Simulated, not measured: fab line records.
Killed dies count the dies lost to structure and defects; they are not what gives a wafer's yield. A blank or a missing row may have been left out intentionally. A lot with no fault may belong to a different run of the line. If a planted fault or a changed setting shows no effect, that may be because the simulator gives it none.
Problem report, 8D (eight disciplines) form, completed by code -- flow gf180mcu -- the parts of the form that need people (team, actions taken, sign-off) are left out

== 1. WHAT WENT WRONG ==
A mean of 0.036 s is read at GF_V3_CMP_26 for overpolish run s, taken on 1 wafer of 1 lot, against 14.999 s (standard deviation 0.008) on wafers free of any fault. So: -99 or more standard deviations from the usual mean.
The step: polishes, stops on SiO2, t overpolish 15 s, target thk 0 nm.
First seen on wafer L783.1, day 24 20:43, on cmp-01. Wafers with a number at this step in the record: 39, from 13 lots. Rule for "out" (also "out of limits"): further than 4 standard deviations from the usual mean. Any other wafer with a number is counted as sound.

== 2. WHAT IT IS, AND WHAT IT ISN'T ==
question,is,is not
which readings at this step,"overpolish run s, time to endpoint s","motor current A, slurry filter dp kPa"
which lots,L783,"L776, L778, L779, L780, L781, L793, L794, L795, L796, L797, L798, L799"
which wafers of those lots,L783.1,"L783.4, L783.6"
read on which tools,cmp-01,cmp-02
when,from day 24 20:43,"up to then (17 sound wafers); but 21 sound wafers of L793, L794, L795, L796, L797, L798, L799 came after"

== 3. THE SUSPECTS, EACH WITH WHAT RULES IT OUT ==
Counting: any tool at a process step up to the reading remains a suspect provided it ran every lot that is out. Sound lots after the first of them don't rule it out here, since some wafers of a struck lot are sound.
- cmp-01 at GF_V3_CMP_26 (polishes, stops on SiO2, t overpolish 15 s, target thk 0 nm): kept. L783, the lot that is out, went through it at day 24 20:43; up to then, the latest sound lot through it was L781 at day 24 08:18. Its own overpolish run s, time to endpoint s readings are out on those wafers.
After counting, what remains is cmp-01 at GF_V3_CMP_26.

== 4. THE CAUSE (what the simulator had put in) ==
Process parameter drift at GF_V3_CMP_26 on cmp-01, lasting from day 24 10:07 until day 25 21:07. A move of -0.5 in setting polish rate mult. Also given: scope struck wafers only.
The count eliminated every tool but this one.

== 5. THE EFFECT CHAIN, in route order ==
One row per reading whose mean, taken over the struck wafers that have a number, lies over 3 standard deviations from the usual. Scope: only readings with a usual standard deviation given in the record; hours: median across lots of the time from each lot's start at the first step in this table that gives one to its start at this step; sigmas: change in usual standard deviations.
hours,step,reading,usual,on struck wafers,change,sigmas
0,GF_V3_CMP_26,overpolish run s,14.999 s,0.036,-14.963,-99 or more
0,GF_V3_CMP_26,time to endpoint s,84 s,132,+48,+14
148,GF_PASSIVATION_PROBE_99,defect limited yield,90.3 %,0.0,-90.3,-64
148,GF_PASSIVATION_PROBE_99,killed_at_M0_to_M3,21,459,+438,+99 or more
148,GF_PASSIVATION_PROBE_99,killed dies,48,492,+444,+63
148,GF_PASSIVATION_PROBE_99,killed on rim,9.4,96.0,+86.6,+31
148,GF_PASSIVATION_PROBE_99,sort_bin_3_pad_short,0.51 %,90.04,+89.53,+99 or more
148,GF_PASSIVATION_PROBE_99,sort n pass,444,0,-444,-63
148,GF_PASSIVATION_PROBE_99,sort yield pct,90.3 %,0.0,-90.3,-64
Its process steps:
- GF_V3_CMP_26: polishes, stops on SiO2, t overpolish 15 s, target thk 0 nm.
- GF_PASSIVATION_PROBE_99

== 6. WHAT WOULD HAVE CAUGHT IT SOONER ==
11 hours passed between the start of the fault at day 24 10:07 and the first reading out of limits in this record, taken at day 24 20:43.
